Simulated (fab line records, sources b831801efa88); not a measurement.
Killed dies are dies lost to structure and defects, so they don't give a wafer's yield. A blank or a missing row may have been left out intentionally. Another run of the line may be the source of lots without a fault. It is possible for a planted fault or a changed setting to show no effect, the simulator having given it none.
One fault through the eyes of 2 desks / flow sky130 / numbers are kept per desk, each desk with only its own; the story behind them comes last

== METROLOGY DESK ==
Means of the sampled wafers that have a number, per lot and without regard to the tool the lot ran on: this is what the gauges read. The brackets show how far a lot's mean lies from the usual mean; more than 4 standard deviations puts the lot out of limits, marked OUT.
Columns: A = LI_CONTACT_BOW at SKY_LI_CONTACT_BOW_MEAS_03, usual 55 um; B = cd_nm at SKY_CONTACT_CD_MEAS_14, usual 170.3 nm; C = CONTACT_OVL at SKY_CONTACT_OVL_MEAS_15, usual 0 nm; D = METAL1_ALCU_THK at SKY_METAL1_THK_MEAS_06, usual 252 nm
lot=L130; first seen here=day 27 19:16; A=59; B=169.7; C=-3; D=257
lot=L132; first seen here=day 28 12:56; A=57; B=171.4; C=4; D=251
lot=L134; first seen here=day 29 17:45; A=54; B=171.1; C=4; D=255
lot=L136; first seen here=day 30 06:01; A=57; B=170.9; C=1; D=258
lot=L138; first seen here=day 30 22:12; A=57; B=169.2; C=-6; D=257
lot=L142; first seen here=day 32 16:06; A=48; B=170.4; C=-14; D=250
lot=L145; first seen here=day 33 04:41; A=44; B=171.5; C=3; D=255
lot=L147; first seen here=day 33 13:59; A=50; B=164.8; C=0; D=252
lot=L149; first seen here=day 34 07:25; A=54; B=170.2; C=-1; D=252
lot=L151; first seen here=day 34 23:25; A=55; B=169.2; C=4; D=250
lot=L152; first seen here=day 35 06:33; A=62; B=171.9; C=16; D=249
lot=L153; first seen here=day 35 09:14; A=59; B=168.6; C=2; D=252
This desk's finding: nothing out of limits on any of the 12 lots.

== DESK OF THE TOOL OWNER: litho_track-01 ==
The tool's own readings at SKY_CONTACT_COAT_09 (resist thk 450 nm): means of the sampled wafers that have a number, for each lot that ran on this tool. The brackets show how far a lot's mean lies from the usual mean; more than 4 standard deviations puts the lot out of limits, marked OUT.
Columns: A = dispense_pressure_kPa at SKY_CONTACT_COAT_09, usual 47.0 kPa
lot=L138; first seen here=day 33 20:00; A=46.1
lot=L142; first seen here=day 35 11:00; A=46.1
lot=L145; first seen here=day 36 02:00; A=46.1
lot=L147; first seen here=day 36 10:00; A=46.1
This desk's finding: nothing out of limits on any of the 4 lots.

== BROUGHT TOGETHER ==
The metrology desk saw nothing out of limits.
The tool owner's desk saw nothing out of limits.

== WHAT WAS PUT IN BY THE SIMULATOR ==
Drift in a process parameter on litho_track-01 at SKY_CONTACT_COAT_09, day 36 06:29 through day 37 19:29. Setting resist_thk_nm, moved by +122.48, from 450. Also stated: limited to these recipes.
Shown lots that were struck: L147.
